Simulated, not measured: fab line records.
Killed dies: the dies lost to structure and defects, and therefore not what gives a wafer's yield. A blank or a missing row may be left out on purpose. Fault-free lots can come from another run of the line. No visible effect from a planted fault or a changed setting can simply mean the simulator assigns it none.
fab line records	flow sky130
record: lots: 13	wafers: 39	last_day: 50
route steps=708 shown FIELD_ISO@26 PWDE@49 PAD_OPEN@708
lots that met no fault: from a run of the same line without faults
start_h: hours from the record's opening day to when the first of the lot's shown wafers began	wait_h: hours from the lot's prior step to this one	" unchanged from the row above	L1.1+2: a row that stands for several wafers	- no value, or no start was given	* or withheld: withheld	< > ~ a bound
route shown NAME@n: a module of which the file shows steps, and the number in the route of the first	usual: mean/standard deviation of fault-free wafers	same: alike in all rows	chamber/n: place in a boat	sites: per-site readings	_std_site: their standard deviation	_edge_site: the outer-site mean with the inner-site mean subtracted	radius_mm: for every site, how far away it sits from the centre of the wafer	mask NAME#n: copy n	behind: the tool/chamber that last shaped the wafer	hold: why the lot went on hold/how many hours it stayed there/how the hold came to an end	device: which transistor (n, p or np) failed to switch	end of line: the tests these same wafers got at the end of their route	where a step has no rows: the recipe by itself	killed: at the first sort, the dies lost to defects and structure; wafer yield is something else	map: a wafer's dies, x killed, . not, _ none there
set.NAME: the setting the step ran with; set.NAME@STEP: the setting that earlier step ran with	model.NAME: the simulator's own value behind a step, which no gauge read
route steps across a sampled set of lots; one table per step, one row per wafer
services: a tool's chamber out of use, with start hour (start_h, from the record's first day; less than 0 if before it), hours out, and reason
== steps ==
step: SKY_FIELD_ISO_THK_MEAS_25
recipe: reads: SiO2_of_FIELD_ISO_CVD_24
usual: FIELD_ISO_CVD_24_THK: 597/5.5
lot.wafer	tool	chamber	start_h	wait_h	FIELD_ISO_CVD_24_THK[nm]
L887.1	film_metro-03	-	30.72	0.0	601
L887.4	"	-	"	"	596
L887.6	"	-	"	"	602
L888.1	film_metro-03	-	37.01	0.0	591
L888.3	"	-	"	"	594
L888.4	"	-	"	"	601
L889.2	film_metro-02	-	44.64	0.0	598
L889.5	"	-	"	"	595
L889.6	"	-	"	"	602
L891.1	film_metro-04	-	51.51	0.0	584
L891.3	"	-	"	"	590
L891.5	"	-	"	"	589
L900.1	film_metro-03	-	99.35	0.0	604
L900.2	"	-	"	"	592
L900.4	"	-	"	"	596
L901.2	film_metro-03	-	103.36	0.0	600
L901.3	"	-	"	"	604
L901.4	"	-	"	"	603
L902.2	film_metro-03	-	109.95	0.0	604
L902.3	"	-	"	"	598
L902.6	"	-	"	"	604
L903.2	film_metro-04	-	114.69	0.0	588
L903.4	"	-	"	"	585
L903.5	"	-	"	"	592
L905.1	film_metro-04	-	124.35	0.0	598
L905.2	"	-	"	"	595
L905.4	"	-	"	"	595
L907.3	film_metro-04	-	135.44	0.1	605
L907.5	"	-	"	"	592
L907.6	"	-	"	"	602
L908.1	film_metro-04	-	142.24	0.0	605
L908.3	"	-	"	"	601
L908.6	"	-	"	"	604
L909.1	film_metro-03	-	147.79	0.0	605
L909.2	"	-	"	"	607
L909.4	"	-	"	"	609
L910.1	film_metro-02	-	158.89	0.0	588
L910.2	"	-	"	"	588
L910.4	"	-	"	"	586
step: SKY_FIELD_ISO_CMP_27
recipe: stop_on: Si3N4	t_overpolish_s: 16	down_force_psi: 4	platen_rpm: 60	target_thk_nm: 457.8	pad_velocity_m_s: 0.94248
usual: motor_current_A: 11.5/0.93	overpolish_run_s: 16.002/0.0096	time_to_endpoint_s: 110/4.5
lot.wafer	tool	chamber	start_h	wait_h	motor_current_A	overpolish_run_s	time_to_endpoint_s
L887.1	cmp-01	2	33.44	0.1	12.5	16.018	107
L887.4	"	3	"	"	10.7	15.999	117
L887.6	"	2	"	"	12.1	16.015	106
L888.1	cmp-02	0	39.71	0.1	12.1	16.003	110
L888.3	"	1	"	"	10.1	15.989	109
L888.4	"	2	"	"	10.9	15.992	108
L889.2	cmp-01	3	46.24	0.1	10.9	16.002	114
L889.5	"	2	"	"	12.3	16.003	107
L889.6	"	3	"	"	11.8	15.995	118
L891.1	cmp-02	2	53.18	0.1	10.7	16.012	103
L891.3	"	3	"	"	13.8	16.002	105
L891.5	"	1	"	"	9.8	16.010	113
L900.4	cmp-01	3	102.28	0.2	11.2	16.003	113
L900.2	"	0	"	"	11.4	16.010	111
L900.1	"	2	"	"	12.4	15.994	111
L901.3	cmp-01	0	105.71	0.0	11.3	16.020	112
L901.4	"	1	"	"	11.8	16.006	117
L901.2	"	2	"	"	12.6	16.011	107
L902.3	cmp-01	1	111.50	0.0	11.4	16.001	111
L902.2	"	3	"	"	11.0	16.021	113
L902.6	"	1	"	"	12.2	16.004	114
L903.4	cmp-01	3	116.72	0.1	11.0	16.004	110
L903.2	"	1	"	"	11.3	15.982	109
L903.5	"	3	"	"	10.9	16.005	112
L905.1	cmp-01	1	127.11	0.0	11.2	16.002	115
L905.4	"	2	"	"	12.0	16.004	103
L905.2	"	0	"	"	12.3	16.011	107
L907.3	cmp-01	1	139.83	0.1	11.2	15.991	112
L907.6	"	2	"	"	11.7	16.007	104
L907.5	"	3	"	"	10.9	15.993	117
L908.3	cmp-01	0	146.48	0.0	11.3	15.993	106
L908.1	"	3	"	"	10.7	15.990	115
L908.6	"	1	"	"	11.3	16.011	107
L909.1	cmp-02	2	154.82	0.0	11.0	15.987	104
L909.4	"	3	"	"	13.6	15.991	107
L909.2	"	0	"	"	11.9	16.007	113
L910.1	cmp-02	0	165.58	0.0	11.9	15.999	105
L910.4	"	1	"	"	9.9	16.000	107
L910.2	"	2	"	"	10.7	16.007	101
step: SKY_PWDE_EXPOSE_04
recipe: mask_id: PWDEM	na: 0.6	source_shape: conventional	sigma_outer: 0.6	polarization: unpolarized	target_cd_nm: 840	dose_mj: 214
usual: focus_offset_nm: 0.0/0.52	stage_vel_mm_s: 500.01/0.19
same: na: 0.6	sigma_outer: 0.6
lot.wafer	tool	chamber	start_h	wait_h	mask	focus_offset_nm	stage_vel_mm_s
L887.1	iline_stepper-01	0	58.47	-	PWDEM#0	-0.4	499.84
L887.4	"	0	"	"	PWDEM#0	-1.1	499.78
L887.6	"	0	"	"	PWDEM#0	-0.2	499.78
L888.1	iline_stepper-01	0	66.14	-	PWDEM#0	-0.3	500.17
L888.3	"	0	"	"	PWDEM#0	0.7	500.01
L888.4	"	0	"	"	PWDEM#0	0.4	499.63
L889.2	iline_stepper-01	0	72.22	-	PWDEM_R1#0	-0.5	499.88
L889.5	"	0	"	"	PWDEM_R1#0	-0.5	499.98
L889.6	"	0	"	"	PWDEM_R1#0	1.2	500.16
L891.1	iline_stepper-01	0	80.14	-	PWDEM#0	-0.9	499.81
L891.3	"	0	"	"	PWDEM#0	-0.7	500.34
L891.5	"	0	"	"	PWDEM#0	-0.1	500.13
L900.1	iline_stepper-02	0	132.15	-	PWDEM#0	-0.1	499.85
L900.2	"	0	"	"	PWDEM#0	-0.7	499.94
L900.4	"	0	"	"	PWDEM#0	-0.2	499.89
L901.2	iline_stepper-01	0	136.69	-	PWDEM#0	0.3	500.16
L901.3	"	0	"	"	PWDEM#0	-0.1	500.06
L901.4	"	0	"	"	PWDEM#0	0.8	500.13
L902.2	iline_stepper-02	0	141.94	-	PWDEM#0	0.5	499.73
L902.3	"	0	"	"	PWDEM#0	0.2	499.82
L902.6	"	0	"	"	PWDEM#0	0.6	499.88
L903.2	iline_stepper-02	0	147.32	-	PWDEM#0	0.3	500.24
L903.4	"	0	"	"	PWDEM#0	-0.1	499.97
L903.5	"	0	"	"	PWDEM#0	0.2	499.97
L905.1	iline_stepper-01	0	158.05	-	PWDEM#0	-0.3	500.31
L905.2	"	0	"	"	PWDEM#0	-0.1	499.82
L905.4	"	0	"	"	PWDEM#0	-0.5	500.20
L907.3	iline_stepper-02	0	174.08	-	PWDEM#0	0.2	500.03
L907.5	"	0	"	"	PWDEM#0	-0.7	499.73
L907.6	"	0	"	"	PWDEM#0	-0.4	500.12
L908.1	iline_stepper-01	0	181.46	-	PWDEM#0	-0.2	500.29
L908.3	"	0	"	"	PWDEM#0	-0.3	500.26
L908.6	"	0	"	"	PWDEM#0	-0.3	500.03
L909.1	iline_stepper-02	0	192.22	-	PWDEM#0	0.4	499.91
L909.2	"	0	"	"	PWDEM#0	0.9	499.93
L909.4	"	0	"	"	PWDEM#0	1.2	499.76
L910.1	iline_stepper-02	0	201.50	-	PWDEM#0	0.5	499.86
L910.2	"	0	"	"	PWDEM#0	-0.4	499.99
L910.4	"	0	"	"	PWDEM#0	-0.4	499.78
step: SKY_PAD_OPEN_PROBE_99
usual: killed_at_M0_to_M3: 44/7.2	killed_at_M4_up: 3.4/2.1	killed_at_contacts: 24/5.5	killed_at_front_end: 15/4.6	killed_at_other: 0.4/0.64	killed_dies: 86/9.1	killed_on_rim: 17/3.8	killed_open: 47/7.5	killed_short: 39/5.8
same: gross_dies: 492	killed_at_back_side: 0
lot.wafer	tool	chamber	start_h	wait_h	killed_at_M0_to_M3	killed_at_M4_up	killed_at_contacts	killed_at_front_end	killed_at_other	killed_dies	killed_on_rim	killed_open	killed_short
L887.1	prober-01	-	1066.41	0.1	46	1	17	18	0	82	11	50	32
L887.4	prober-01	-	1066.56	0.2	41	8	21	18	0	88	13	51	37
L887.6	prober-01	-	1066.66	0.2	47	4	23	18	1	93	17	54	39
L888.1	prober-02	-	1078.27	0.1	36	4	26	14	0	80	19	48	32
L888.3	prober-02	-	1078.37	0.2	48	3	23	25	1	100	11	53	46
L888.4	prober-02	-	1078.42	0.2	39	1	23	15	0	78	13	39	39
L889.2	prober-01	-	1089.73	0.1	43	5	24	74	0	146	40	49	35
L889.5	prober-01	-	1089.88	0.2	35	5	23	76	0	139	38	37	39
L889.6	prober-01	-	1089.93	0.2	49	4	29	75	0	157	47	53	42
L891.1	prober-02	-	1099.89	0.1	48	2	17	17	0	84	17	37	47
L891.3	prober-02	-	1099.99	0.2	49	4	18	24	0	95	26	54	39
L891.5	prober-02	-	1100.09	0.2	47	1	27	19	0	94	11	48	45
L900.1	prober-01	-	1148.51	0.1	51	1	28	18	1	99	20	55	43
L900.2	prober-01	-	1148.56	0.1	50	5	27	12	0	94	18	53	41
L900.4	prober-01	-	1148.66	0.2	43	4	28	15	2	92	7	54	36
L902.2	prober-01	-	1155.66	0.1	36	4	21	14	1	76	17	41	35
L902.3	prober-01	-	1155.71	0.2	37	2	20	13	0	72	13	36	36
L902.6	prober-01	-	1155.86	0.2	32	7	21	30	0	90	17	47	43
L901.2	prober-02	-	1157.16	0.1	38	2	21	11	0	72	13	35	37
L901.3	prober-02	-	1157.21	0.2	54	7	24	20	1	106	21	53	53
L901.4	prober-02	-	1157.26	0.2	48	6	24	9	0	87	20	57	30
L903.2	prober-01	-	1163.16	0.1	56	7	23	14	1	101	19	55	46
L903.4	prober-01	-	1163.26	0.2	48	2	23	6	0	79	19	44	35
L903.5	prober-01	-	1163.31	0.2	36	3	9	16	0	64	12	31	32
L905.1	prober-01	-	1170.86	0.1	48	6	20	14	0	88	18	40	48
L905.2	prober-01	-	1170.91	0.1	45	2	22	14	0	83	17	37	46
L905.4	prober-01	-	1171.01	0.2	46	4	23	9	0	82	18	39	43
L907.3	prober-01	-	1186.44	0.2	55	1	27	9	1	93	23	54	38
L907.5	prober-01	-	1186.54	0.2	33	2	26	11	0	72	11	39	33
L907.6	prober-01	-	1186.59	0.2	46	4	20	9	0	79	8	33	46
L908.1	prober-02	-	1194.11	0.1	45	2	21	15	0	83	13	44	39
L908.6	prober-02	-	1194.36	0.2	37	1	24	25	0	87	15	45	42
L909.1	prober-01	-	1199.51	0.1	46	4	20	13	0	83	16	48	35
L909.2	prober-01	-	1199.56	0.1	33	1	35	20	1	90	20	40	49
L909.4	prober-01	-	1199.66	0.2	46	2	26	14	0	88	19	45	42
L910.1	prober-01	-	1205.47	0.1	50	4	21	14	0	89	12	53	35
L910.2	prober-01	-	1205.52	0.1	49	2	35	16	0	102	19	57	45
L910.4	prober-01	-	1205.62	0.2	45	6	21	17	0	89	18	49	40
killed by level:class
L887.1 VIA1:geometric_particle:open=16 FIELD_ISO:geometric_particle:open=9 VIA3:geometric_particle:open=8 FIELD_ISO:geometric_particle:short=7 CONTACT:geometric_particle:open=7 METAL1:geometric_particle:short=7 VIA2:geometric_particle:open=5 LI_CONTACT:geometric_particle:short=4
L887.4 VIA3:geometric_particle:open=10 VIA1:geometric_particle:open=8 CONTACT:geometric_particle:open=7 FIELD_ISO:geometric_particle:open=6 FIELD_ISO:geometric_particle:short=5 METAL2:geometric_particle:short=5 METAL4:geometric_particle:short=5 LOCAL_INTERCONNECT:geometric_particle:open=4
L887.6 LI_CONTACT:geometric_particle:open=9 VIA1:geometric_particle:open=8 METAL1:geometric_particle:short=7 VIA2:geometric_particle:open=7 CONTACT:geometric_particle:open=6 METAL2:geometric_particle:short=6 VIA3:geometric_particle:open=6 FIELD_ISO:geometric_particle:open=5
L888.1 LI_CONTACT:geometric_particle:open=11 VIA2:geometric_particle:open=8 VIA1:geometric_particle:open=7 CONTACT:geometric_particle:short=6 CONTACT:geometric_particle:open=5 VIA3:geometric_particle:open=5 FIELD_ISO:geometric_particle:short=4 POLY_GATE:geometric_particle:open=4
L888.3 VIA1:geometric_particle:open=10 VIA2:geometric_particle:open=8 VIA3:geometric_particle:open=8 CONTACT:geometric_particle:short=7 POLY_GATE:geometric_particle:short=6 POLY_GATE:geometric_particle:open=6 LI_CONTACT:geometric_particle:open=6 CONTACT:geometric_particle:open=6
L888.4 CONTACT:geometric_particle:open=9 LOCAL_INTERCONNECT:geometric_particle:short=7 VIA3:geometric_particle:open=6 METAL1:geometric_particle:short=6 METAL2:geometric_particle:short=5 VIA1:geometric_particle:open=5 VIA2:geometric_particle:open=5 VIA3:geometric_particle:short=5
L889.2 PWDE:area_expose=62 VIA1:geometric_particle:open=14 VIA3:geometric_particle:open=8 CONTACT:geometric_particle:open=6 VIA2:geometric_particle:open=6 VIA1:geometric_particle:short=5 METAL4:geometric_particle:short=5 VIA3:geometric_particle:short=5
L889.5 PWDE:area_expose=63 CONTACT:geometric_particle:open=9 VIA1:geometric_particle:open=8 METAL1:geometric_particle:short=8 VIA3:geometric_particle:open=6 POLY_GATE:geometric_particle:short=5 LI_CONTACT:geometric_particle:open=5 METAL2:geometric_particle:short=5
L889.6 PWDE:area_expose=62 VIA3:geometric_particle:open=12 LI_CONTACT:geometric_particle:open=11 CONTACT:geometric_particle:open=8 VIA1:geometric_particle:open=8 LOCAL_INTERCONNECT:geometric_particle:short=6 VIA1:geometric_particle:short=6 VIA2:geometric_particle:open=6
L891.1 METAL1:geometric_particle:short=12 VIA1:geometric_particle:open=7 VIA3:geometric_particle:open=6 FIELD_ISO:geometric_particle:short=5 LI_CONTACT:geometric_particle:open=5 CONTACT:geometric_particle:open=5 POLY_GATE:geometric_particle:short=4 VIA2:geometric_particle:short=4
L891.3 VIA1:geometric_particle:open=11 VIA3:geometric_particle:open=7 CONTACT:geometric_particle:open=6 VIA1:geometric_particle:short=6 FIELD_ISO:geometric_particle:open=5 POLY_GATE:geometric_particle:short=5 POLY_GATE:geometric_particle:open=5 LI_CONTACT:geometric_particle:open=5
L891.5 LI_CONTACT:geometric_particle:open=9 CONTACT:geometric_particle:open=8 VIA2:geometric_particle:open=8 METAL1:geometric_particle:short=7 VIA3:geometric_particle:open=7 VIA1:geometric_particle:short=6 VIA1:geometric_particle:open=6 FIELD_ISO:geometric_particle:short=5
L900.1 VIA1:geometric_particle:open=13 CONTACT:geometric_particle:open=10 VIA3:geometric_particle:open=7 POLY_GATE:geometric_particle:short=6 LI_CONTACT:geometric_particle:open=6 VIA1:geometric_particle:short=6 CONTACT:geometric_particle:short=6 METAL1:geometric_particle:short=6
L900.2 CONTACT:geometric_particle:open=13 VIA1:geometric_particle:open=13 VIA2:geometric_particle:open=7 METAL2:geometric_particle:short=5 LI_CONTACT:geometric_particle:open=5 POLY_GATE:geometric_particle:open=4 POLY_GATE:geometric_particle:short=4 CONTACT:geometric_particle:short=4
L900.4 CONTACT:geometric_particle:open=9 VIA1:geometric_particle:open=9 VIA2:geometric_particle:open=9 VIA3:geometric_particle:open=8 LI_CONTACT:geometric_particle:open=7 POLY_GATE:geometric_particle:open=6 METAL2:geometric_particle:short=6 LOCAL_INTERCONNECT:geometric_particle:short=5
L902.2 CONTACT:geometric_particle:open=9 VIA3:geometric_particle:short=6 POLY_GATE:geometric_particle:open=5 CONTACT:geometric_particle:short=5 VIA3:geometric_particle:open=5 VIA1:geometric_particle:short=4 METAL2:geometric_particle:short=4 METAL1:geometric_particle:short=3
L902.3 METAL1:geometric_particle:short=9 VIA1:geometric_particle:open=8 LI_CONTACT:geometric_particle:open=7 CONTACT:geometric_particle:open=6 VIA1:geometric_particle:short=5 POLY_GATE:geometric_particle:short=4 VIA2:geometric_particle:open=4 POLY_GATE:geometric_particle:open=3
L902.6 VIA1:geometric_particle:open=9 LI_CONTACT:geometric_particle:open=7 CONTACT:geometric_particle:short=7 CONTACT:geometric_particle:open=7 FIELD_ISO:geometric_particle:open=6 FIELD_ISO:geometric_particle:short=6 POLY_GATE:geometric_particle:short=6 POLY_GATE:geometric_particle:open=5
L901.2 VIA1:geometric_particle:open=9 LI_CONTACT:geometric_particle:open=7 VIA1:geometric_particle:short=6 CONTACT:geometric_particle:short=5 CONTACT:geometric_particle:open=5 VIA2:geometric_particle:open=5 FIELD_ISO:geometric_particle:short=4 METAL2:geometric_particle:short=4
L901.3 VIA2:geometric_particle:open=11 VIA1:geometric_particle:open=9 CONTACT:geometric_particle:open=9 METAL3:geometric_particle:short=7 FIELD_ISO:geometric_particle:short=6 LI_CONTACT:geometric_particle:open=6 METAL4:geometric_particle:short=6 METAL2:geometric_particle:short=5
L901.4 CONTACT:geometric_particle:open=11 VIA1:geometric_particle:open=10 VIA3:geometric_particle:open=10 LI_CONTACT:geometric_particle:open=5 VIA2:geometric_particle:open=5 VIA3:geometric_particle:short=5 VIA1:geometric_particle:short=4 POLY_GATE:geometric_particle:open=4
L903.2 VIA1:geometric_particle:open=15 LI_CONTACT:geometric_particle:open=10 VIA3:geometric_particle:open=7 METAL4:geometric_particle:short=7 METAL1:geometric_particle:short=6 METAL2:geometric_particle:short=6 VIA2:geometric_particle:open=6 LOCAL_INTERCONNECT:geometric_particle:short=5
L903.4 VIA1:geometric_particle:open=11 CONTACT:geometric_particle:open=9 METAL2:geometric_particle:short=9 VIA3:geometric_particle:open=7 METAL1:geometric_particle:short=6 LI_CONTACT:geometric_particle:open=5 LOCAL_INTERCONNECT:geometric_particle:short=5 VIA2:geometric_particle:open=4
L903.5 VIA2:geometric_particle:open=6 VIA1:geometric_particle:open=6 VIA1:geometric_particle:short=6 CONTACT:geometric_particle:open=5 FIELD_ISO:geometric_particle:short=4 POLY_GATE:geometric_particle:short=4 VIA3:geometric_particle:open=4 METAL1:geometric_particle:short=4
L905.1 VIA1:geometric_particle:open=9 METAL1:geometric_particle:short=9 VIA3:geometric_particle:open=7 CONTACT:geometric_particle:short=6 METAL4:geometric_particle:short=6 CONTACT:geometric_particle:open=5 VIA2:geometric_particle:short=5 VIA2:geometric_particle:open=4
L905.2 VIA1:geometric_particle:open=11 VIA3:geometric_particle:open=7 LI_CONTACT:geometric_particle:short=6 VIA1:geometric_particle:short=6 LOCAL_INTERCONNECT:geometric_particle:short=5 VIA3:geometric_particle:short=5 POLY_GATE:geometric_particle:open=4 CONTACT:geometric_particle:open=4
L905.4 VIA1:geometric_particle:open=13 LI_CONTACT:geometric_particle:open=7 VIA1:geometric_particle:short=6 METAL2:geometric_particle:short=6 CONTACT:geometric_particle:open=5 LOCAL_INTERCONNECT:geometric_particle:short=5 VIA3:geometric_particle:open=5 METAL3:geometric_particle:short=4
L907.3 VIA1:geometric_particle:open=15 CONTACT:geometric_particle:open=10 VIA3:geometric_particle:open=8 VIA2:geometric_particle:open=7 LI_CONTACT:geometric_particle:open=6 METAL2:geometric_particle:short=6 VIA3:geometric_particle:short=5 LOCAL_INTERCONNECT:geometric_particle:short=5
L907.5 CONTACT:geometric_particle:open=10 LI_CONTACT:geometric_particle:open=6 VIA1:geometric_particle:open=5 METAL2:geometric_particle:short=5 POLY_GATE:geometric_particle:open=4 METAL1:geometric_particle:short=4 VIA2:geometric_particle:open=4 VIA3:geometric_particle:short=4
L907.6 LI_CONTACT:geometric_particle:open=8 VIA1:geometric_particle:open=8 VIA1:geometric_particle:short=7 METAL2:geometric_particle:short=7 VIA2:geometric_particle:short=6 METAL3:geometric_particle:short=4 VIA3:geometric_particle:open=4 METAL4:geometric_particle:short=4
L908.1 VIA1:geometric_particle:open=9 CONTACT:geometric_particle:open=8 VIA2:geometric_particle:open=7 METAL2:geometric_particle:short=6 CONTACT:geometric_particle:short=5 VIA3:geometric_particle:open=5 FIELD_ISO:geometric_particle:open=4 LOCAL_INTERCONNECT:geometric_particle:short=4
L908.6 FIELD_ISO:geometric_particle:short=11 CONTACT:geometric_particle:open=11 FIELD_ISO:geometric_particle:open=6 LOCAL_INTERCONNECT:geometric_particle:short=6 VIA2:geometric_particle:open=6 METAL3:geometric_particle:short=6 VIA3:geometric_particle:open=6 LI_CONTACT:geometric_particle:open=5
L909.1 VIA1:geometric_particle:open=11 CONTACT:geometric_particle:open=9 VIA3:geometric_particle:open=7 VIA2:geometric_particle:open=5 LI_CONTACT:geometric_particle:short=5 VIA1:geometric_particle:short=5 FIELD_ISO:geometric_particle:open=4 FIELD_ISO:geometric_particle:short=4
L909.2 CONTACT:geometric_particle:open=10 FIELD_ISO:geometric_particle:short=7 LI_CONTACT:geometric_particle:open=7 VIA1:geometric_particle:short=7 LOCAL_INTERCONNECT:geometric_particle:short=6 CONTACT:geometric_particle:short=6 FIELD_ISO:geometric_particle:open=5 METAL1:geometric_particle:short=5
L909.4 CONTACT:geometric_particle:open=10 VIA1:geometric_particle:open=10 LI_CONTACT:geometric_particle:open=8 VIA2:geometric_particle:open=8 VIA1:geometric_particle:short=7 FIELD_ISO:geometric_particle:short=6 METAL3:geometric_particle:short=5 LI_CONTACT:geometric_particle:short=4
L910.1 CONTACT:geometric_particle:open=12 VIA1:geometric_particle:open=12 METAL2:geometric_particle:short=11 VIA2:geometric_particle:open=9 LI_CONTACT:geometric_particle:open=4 METAL1:geometric_particle:short=4 VIA3:geometric_particle:open=4 FIELD_ISO:geometric_particle:open=3
L910.2 CONTACT:geometric_particle:open=16 VIA1:geometric_particle:open=12 LI_CONTACT:geometric_particle:open=8 METAL3:geometric_particle:short=7 METAL2:geometric_particle:short=6 METAL1:geometric_particle:short=5 VIA1:geometric_particle:short=5 VIA2:geometric_particle:open=5
L910.4 VIA1:geometric_particle:open=15 CONTACT:geometric_particle:open=9 FIELD_ISO:geometric_particle:short=8 VIA1:geometric_particle:short=7 POLY_GATE:geometric_particle:open=5 METAL1:geometric_particle:short=5 VIA3:geometric_particle:open=5 METAL2:geometric_particle:short=4
== services ==
tool	chamber	start_h	hours	kind
iline_stepper-01	-	32.37	10.8	repair
cmp-02	-	64.00	4.0	pm
cmp-02	-	68.00	-	consumable_replace:conditioner
cmp-02	-	68.00	-	consumable_replace:pad
iline_stepper-01	0	70.85	-	calibration
cmp-02	-	74.58	4.1	pm
cmp-02	-	85.40	20.4	pm
iline_stepper-01	-	96.63	4.4	pm
cmp-02	-	117.70	0.5	repair
iline_stepper-02	0	122.33	-	calibration
cmp-01	-	129.64	7.8	pm
cmp-02	-	140.43	0.2	repair
iline_stepper-02	-	180.45	1.7	pm
iline_stepper-01	-	189.99	1.7	pm
== key ==
first_sign: step: SKY_PWDE_EXPOSE_04	reading: mask	direction: changed
effect: step: SKY_PAD_OPEN_PROBE_99	reading: killed_at_front_end	direction: up	sigmas: 13	usual: 15	struck: 75
more_kills_born_at: SKY_PWDE_EXPOSE_04@iline_stepper-01: 187
met_at SKY_PWDE_EXPOSE_04
struck_lots L889
tester_left_out L889
not_acting_at SKY_FIELD_ISO_THK_MEAS_25,SKY_FIELD_ISO_CMP_27
onset_between 66.14 72.22
fault: kind: wrong_mask	tool: any	chamber: -	onset_h: 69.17	steps: SKY_PWDE_EXPOSE_04	aux_copy: PWDEM_R1#0	cd_offset_nm: 126	scope: struck_lots_only
tester_left_out: of these lots the tester's yield and bins aren't shown, on N5 and GAA mostly nor the transistor test; their killed dies are dies lost to structure and defects alone, not to doping, threshold or leakage, so they don't give the yield
